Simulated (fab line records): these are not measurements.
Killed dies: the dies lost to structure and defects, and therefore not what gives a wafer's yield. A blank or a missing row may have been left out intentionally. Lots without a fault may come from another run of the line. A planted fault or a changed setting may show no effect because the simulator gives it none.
What tool caused it? / flow gf180mcu / 11 lots, 33 wafers sampled, at 6 steps of a route of 602

WHAT THE GAUGES SHOWED, per wafer
GF_POLY_GATE_CD_MEAS_18. Usual: cd nm reads 279.1 nm (standard deviation 1.8).
lot=L321; measured=day 9 12:30; on=cd sem-01; cd nm (nm)=281.1 279.5 280.4; flag=
lot=L322; measured=day 9 21:27; on=cd sem-02; cd nm (nm)=280.9 279.5 278.3; flag=
lot=L324; measured=day 10 19:55; on=cd sem-01; cd nm (nm)=277.5 279.1 276.2; flag=
lot=L325; measured=day 11 05:31; on=cd sem-01; cd nm (nm)=279.0 277.7 279.5; flag=
lot=L327; measured=day 11 12:16; on=cd sem-02; cd nm (nm)=282.8 281.4 283.9; flag=
lot=L328; measured=day 12 01:07; on=cd sem-01; cd nm (nm)=276.2 276.1 277.3; flag=
lot=L336; measured=day 14 02:00; on=cd sem-02; cd nm (nm)=278.4 278.0 278.9; flag=
lot=L337; measured=day 14 10:02; on=cd sem-01; cd nm (nm)=277.5 277.4 279.2; flag=
lot=L339; measured=day 15 01:00; on=cd sem-01; cd nm (nm)=281.3 282.1 282.7; flag=
lot=L340; measured=day 15 08:15; on=cd sem-01; cd nm (nm)=279.6 279.8 279.3; flag=
lot=L341; measured=day 15 13:49; on=cd sem-01; cd nm (nm)=279.2 280.1 278.9; flag=

GF_PSD_RS_MEAS_14: measurement is done with a four-point probe. Usual: NSD_RS gives 46.17 ohm/sq (standard deviation 0.096).
lot=L321; measured=day 14 10:13; on=film metro-03; NSD_RS (ohm/sq)=46.22 46.21 46.32; flag=
lot=L322; measured=day 14 23:50; on=film metro-02; NSD_RS (ohm/sq)=46.18 46.12 46.15; flag=
lot=L324; measured=day 16 02:20; on=film metro-01; NSD_RS (ohm/sq)=46.03 46.07 46.13; flag=
lot=L325; measured=day 16 13:50; on=film metro-03; NSD_RS (ohm/sq)=44.65 44.70 44.78 44.77 44.67 44.71; flag=OFF
lot=L327; measured=day 16 21:29; on=film metro-03; NSD_RS (ohm/sq)=44.70 44.78 44.83 44.77 44.67 44.68; flag=OFF
lot=L328; measured=day 17 12:58; on=film metro-03; NSD_RS (ohm/sq)=46.29 46.16 46.23; flag=
lot=L336; measured=day 19 22:58; on=film metro-03; NSD_RS (ohm/sq)=46.23 46.26 46.12; flag=
lot=L337; measured=day 20 07:53; on=film metro-03; NSD_RS (ohm/sq)=46.14 46.12 46.19; flag=
lot=L339; measured=day 21 01:26; on=film metro-02; NSD_RS (ohm/sq)=46.01 46.03 45.96; flag=
lot=L340; measured=day 21 09:26; on=film metro-03; NSD_RS (ohm/sq)=46.37 46.26 46.29; flag=
lot=L341; measured=day 21 14:27; on=film metro-01; NSD_RS (ohm/sq)=46.19 46.12 46.17; flag=

WHICH TOOL RAN EACH LOT (tool, then ch and the chambers of the sampled wafers, then the start)
lot=L321; GF_HV_LDD_STRIP_10=plasma asher-04 ch 0,1, day 10 05:55; GF_HV_LDD_STRIP_37=plasma asher-01 ch 0,1, day 11 18:19; GF_NSD_IMPLANT_09=implanter-02 ch 0, day 13 12:51; GF_NSD_STRIP_11=plasma asher-03 ch 0,1, day 13 13:08
lot=L322; GF_HV_LDD_STRIP_10=plasma asher-04 ch 0,1, day 10 15:59; GF_HV_LDD_STRIP_37=plasma asher-04 ch 0,1, day 12 06:28; GF_NSD_IMPLANT_09=implanter-04 ch 0, day 14 01:49; GF_NSD_STRIP_11=plasma asher-02 ch 0,1, day 14 02:04
lot=L324; GF_HV_LDD_STRIP_10=plasma asher-04 ch 0,1, day 11 14:32; GF_HV_LDD_STRIP_37=plasma asher-04 ch 0,1, day 13 07:26; GF_NSD_IMPLANT_09=implanter-02 ch 0, day 15 04:11; GF_NSD_STRIP_11=plasma asher-01 ch 0,1, day 15 04:29
lot=L325; GF_HV_LDD_STRIP_10=plasma asher-04 ch 0,1, day 12 00:23; GF_HV_LDD_STRIP_37=plasma asher-03 ch 0,1, day 13 17:27; GF_NSD_IMPLANT_09=implanter-02 ch 0, day 15 15:27; GF_NSD_STRIP_11=plasma asher-03 ch 0,1, day 15 15:45
lot=L327; GF_HV_LDD_STRIP_10=plasma asher-03 ch 0,1, day 12 08:14; GF_HV_LDD_STRIP_37=plasma asher-03 ch 0, day 14 00:48; GF_NSD_IMPLANT_09=implanter-02 ch 0, day 15 22:19; GF_NSD_STRIP_11=plasma asher-02 ch 0,1, day 15 22:36
lot=L328; GF_HV_LDD_STRIP_10=plasma asher-03 ch 0,1, day 12 21:09; GF_HV_LDD_STRIP_37=plasma asher-01 ch 0,1, day 14 15:32; GF_NSD_IMPLANT_09=implanter-04 ch 0, day 16 14:08; GF_NSD_STRIP_11=plasma asher-03 ch 0,1, day 16 14:25
lot=L336; GF_HV_LDD_STRIP_10=plasma asher-03 ch 0,1, day 14 23:15; GF_HV_LDD_STRIP_37=plasma asher-03 ch 0, day 16 20:13; GF_NSD_IMPLANT_09=implanter-02 ch 0, day 18 22:05; GF_NSD_STRIP_11=plasma asher-03 ch 1, day 18 22:23
lot=L337; GF_HV_LDD_STRIP_10=plasma asher-01 ch 0,1, day 15 07:00; GF_HV_LDD_STRIP_37=plasma asher-04 ch 0,1, day 17 03:39; GF_NSD_IMPLANT_09=implanter-03 ch 0, day 19 06:13; GF_NSD_STRIP_11=plasma asher-02 ch 0,1, day 19 06:29
lot=L339; GF_HV_LDD_STRIP_10=plasma asher-01 ch 0,1, day 15 23:06; GF_HV_LDD_STRIP_37=plasma asher-04 ch 0,1, day 17 20:47; GF_NSD_IMPLANT_09=implanter-03 ch 0, day 20 00:36; GF_NSD_STRIP_11=plasma asher-03 ch 0,1, day 20 00:54
lot=L340; GF_HV_LDD_STRIP_10=plasma asher-04 ch 0,1, day 16 05:53; GF_HV_LDD_STRIP_37=plasma asher-04 ch 0,1, day 18 04:54; GF_NSD_IMPLANT_09=implanter-03 ch 0, day 20 08:53; GF_NSD_STRIP_11=plasma asher-01 ch 0,1, day 20 09:11
lot=L341; GF_HV_LDD_STRIP_10=plasma asher-04 ch 0,1, day 16 12:09; GF_HV_LDD_STRIP_37=plasma asher-03 ch 0,1, day 18 10:23; GF_NSD_IMPLANT_09=implanter-02 ch 0, day 20 13:50; GF_NSD_STRIP_11=plasma asher-01 ch 0,1, day 20 14:08
- GF_HV_LDD_STRIP_10: strips in O2/N2.
- GF_HV_LDD_STRIP_37: strips in O2/N2.
- GF_NSD_IMPLANT_09
- GF_NSD_STRIP_11: strips in O2/N2.

WHAT THE TOOLS THEMSELVES READ (means of the sampled wafers that have a number; where no wafer has one, the mark that the record gives instead)
GF_HV_LDD_STRIP_10. Usual: drypump motor current A 5.9 A, standard deviation 0.37; heater power w 337 W, standard deviation 13; oes product au 0.716 a.u., standard deviation 0.0046; strip time to endpoint s 12.62 s, standard deviation 0.031.
lot=L321; tool=plasma asher-04; drypump motor current A (A)=5.8; heater power w (W)=344; oes product au (a.u.)=0.720; strip time to endpoint s (s)=12.60; flag=
lot=L322; tool=plasma asher-04; drypump motor current A (A)=5.8; heater power w (W)=351; oes product au (a.u.)=0.718; strip time to endpoint s (s)=12.62; flag=
lot=L324; tool=plasma asher-04; drypump motor current A (A)=5.8; heater power w (W)=350; oes product au (a.u.)=0.717; strip time to endpoint s (s)=12.65; flag=
lot=L325; tool=plasma asher-04; drypump motor current A (A)=5.6; heater power w (W)=335; oes product au (a.u.)=0.711; strip time to endpoint s (s)=12.65; flag=
lot=L327; tool=plasma asher-03; drypump motor current A (A)=6.3; heater power w (W)=331; oes product au (a.u.)=0.715; strip time to endpoint s (s)=12.60; flag=
lot=L328; tool=plasma asher-03; drypump motor current A (A)=6.0; heater power w (W)=341; oes product au (a.u.)=0.718; strip time to endpoint s (s)=12.61; flag=
lot=L336; tool=plasma asher-03; drypump motor current A (A)=6.3; heater power w (W)=331; oes product au (a.u.)=0.718; strip time to endpoint s (s)=12.59; flag=
lot=L337; tool=plasma asher-01; drypump motor current A (A)=6.0; heater power w (W)=336; oes product au (a.u.)=0.720; strip time to endpoint s (s)=12.66; flag=
lot=L339; tool=plasma asher-01; drypump motor current A (A)=6.0; heater power w (W)=342; oes product au (a.u.)=0.715; strip time to endpoint s (s)=12.58; flag=
lot=L340; tool=plasma asher-04; drypump motor current A (A)=5.8; heater power w (W)=350; oes product au (a.u.)=0.718; strip time to endpoint s (s)=12.62; flag=
lot=L341; tool=plasma asher-04; drypump motor current A (A)=5.8; heater power w (W)=351; oes product au (a.u.)=0.714; strip time to endpoint s (s)=12.65; flag=

GF_HV_LDD_STRIP_37. Usual: drypump motor current A 5.9 A, standard deviation 0.4; heater power w 338 W, standard deviation 14; oes product au 0.716 a.u., standard deviation 0.0052; strip time to endpoint s 12.63 s, standard deviation 0.042.
lot=L321; tool=plasma asher-01; drypump motor current A (A)=6.0; heater power w (W)=331; oes product au (a.u.)=0.716; strip time to endpoint s (s)=12.59; flag=
lot=L322; tool=plasma asher-04; drypump motor current A (A)=5.6; heater power w (W)=342; oes product au (a.u.)=0.718; strip time to endpoint s (s)=12.59; flag=
lot=L324; tool=plasma asher-04; drypump motor current A (A)=5.8; heater power w (W)=345; oes product au (a.u.)=0.716; strip time to endpoint s (s)=12.59; flag=
lot=L325; tool=plasma asher-03; drypump motor current A (A)=6.3; heater power w (W)=333; oes product au (a.u.)=0.717; strip time to endpoint s (s)=12.59; flag=
lot=L327; tool=plasma asher-03; drypump motor current A (A)=5.7; heater power w (W)=333; oes product au (a.u.)=0.711; strip time to endpoint s (s)=12.64; flag=
lot=L328; tool=plasma asher-01; drypump motor current A (A)=6.0; heater power w (W)=330; oes product au (a.u.)=0.712; strip time to endpoint s (s)=12.66; flag=
lot=L336; tool=plasma asher-03; drypump motor current A (A)=5.8; heater power w (W)=336; oes product au (a.u.)=0.717; strip time to endpoint s (s)=12.65; flag=
lot=L337; tool=plasma asher-04; drypump motor current A (A)=5.6; heater power w (W)=338; oes product au (a.u.)=0.711; strip time to endpoint s (s)=12.65; flag=
lot=L339; tool=plasma asher-04; drypump motor current A (A)=5.8; heater power w (W)=350; oes product au (a.u.)=0.715; strip time to endpoint s (s)=12.61; flag=
lot=L340; tool=plasma asher-04; drypump motor current A (A)=5.6; heater power w (W)=345; oes product au (a.u.)=0.717; strip time to endpoint s (s)=12.59; flag=
lot=L341; tool=plasma asher-03; drypump motor current A (A)=6.3; heater power w (W)=335; oes product au (a.u.)=0.713; strip time to endpoint s (s)=12.61; flag=

GF_NSD_IMPLANT_09. Usual: beam energy keV reads 60.002 (standard deviation 0.019).
lot=L321; tool=implanter-02; beam energy keV=60.002; flag=
lot=L322; tool=implanter-04; beam energy keV=60.010; flag=
lot=L324; tool=implanter-02; beam energy keV=59.996; flag=
lot=L325; tool=implanter-02; beam energy keV=64.961; flag=OFF
lot=L327; tool=implanter-02; beam energy keV=64.933; flag=OFF
lot=L328; tool=implanter-04; beam energy keV=59.997; flag=
lot=L336; tool=implanter-02; beam energy keV=59.992; flag=
lot=L337; tool=implanter-03; beam energy keV=59.996; flag=
lot=L339; tool=implanter-03; beam energy keV=60.033; flag=
lot=L340; tool=implanter-03; beam energy keV=60.015; flag=
lot=L341; tool=implanter-02; beam energy keV=59.992; flag=

GF_NSD_STRIP_11. Usual: drypump motor current A 6.0 A, standard deviation 0.39; heater power w 339 W, standard deviation 18; oes product au 0.487 a.u., standard deviation 0.0045; strip time to endpoint s 22.96 s, standard deviation 0.043.
lot=L321; tool=plasma asher-03; drypump motor current A (A)=6.2; heater power w (W)=324; oes product au (a.u.)=0.488; strip time to endpoint s (s)=22.90; flag=
lot=L322; tool=plasma asher-02; drypump motor current A (A)=5.6; heater power w (W)=352; oes product au (a.u.)=0.489; strip time to endpoint s (s)=22.95; flag=
lot=L324; tool=plasma asher-01; drypump motor current A (A)=6.0; heater power w (W)=334; oes product au (a.u.)=0.492; strip time to endpoint s (s)=23.01; flag=
lot=L325; tool=plasma asher-03; drypump motor current A (A)=6.0; heater power w (W)=334; oes product au (a.u.)=0.477; strip time to endpoint s (s)=23.72; flag=OFF
lot=L327; tool=plasma asher-02; drypump motor current A (A)=5.6; heater power w (W)=357; oes product au (a.u.)=0.479; strip time to endpoint s (s)=23.71; flag=OFF
lot=L328; tool=plasma asher-03; drypump motor current A (A)=6.3; heater power w (W)=337; oes product au (a.u.)=0.490; strip time to endpoint s (s)=22.95; flag=
lot=L336; tool=plasma asher-03; drypump motor current A (A)=6.5; heater power w (W)=333; oes product au (a.u.)=0.485; strip time to endpoint s (s)=22.95; flag=
lot=L337; tool=plasma asher-02; drypump motor current A (A)=5.6; heater power w (W)=360; oes product au (a.u.)=0.486; strip time to endpoint s (s)=22.97; flag=
lot=L339; tool=plasma asher-03; drypump motor current A (A)=6.2; heater power w (W)=331; oes product au (a.u.)=0.485; strip time to endpoint s (s)=22.94; flag=
lot=L340; tool=plasma asher-01; drypump motor current A (A)=6.0; heater power w (W)=334; oes product au (a.u.)=0.491; strip time to endpoint s (s)=22.99; flag=
lot=L341; tool=plasma asher-01; drypump motor current A (A)=6.0; heater power w (W)=332; oes product au (a.u.)=0.489; strip time to endpoint s (s)=22.92; flag=

THE ANSWER, worked out from the rows above alone
Rule: a lot counts as off when the mean over its wafers that have a number is more than 3 standard deviations away from the usual mean. Also off: a lot with no number at a reading for which 4 or more lots have one. The other lots that the step has rows for count as sound. The gauges are gone through in route order, then the tools' own readings, and for those a lot's mean is taken as printed above. At the first step where some lot is off, the reading lying furthest off is the one used; lots without a number count as furthest.
Off: L325, L327, seen at GF_PSD_RS_MEAS_14 (NSD_RS).
A tool fits if, at a process step before that reading, it ran every lot that is off, and no sound lot after the first of them. Not tried: the gauges at GF_PSD_RS_MEAS_14; whatever is off there is also off at GF_NSD_IMPLANT_09, on other tools, and gauge error can't account for it. None of those tried fits.

WHAT THE SIMULATOR HAD PUT IN
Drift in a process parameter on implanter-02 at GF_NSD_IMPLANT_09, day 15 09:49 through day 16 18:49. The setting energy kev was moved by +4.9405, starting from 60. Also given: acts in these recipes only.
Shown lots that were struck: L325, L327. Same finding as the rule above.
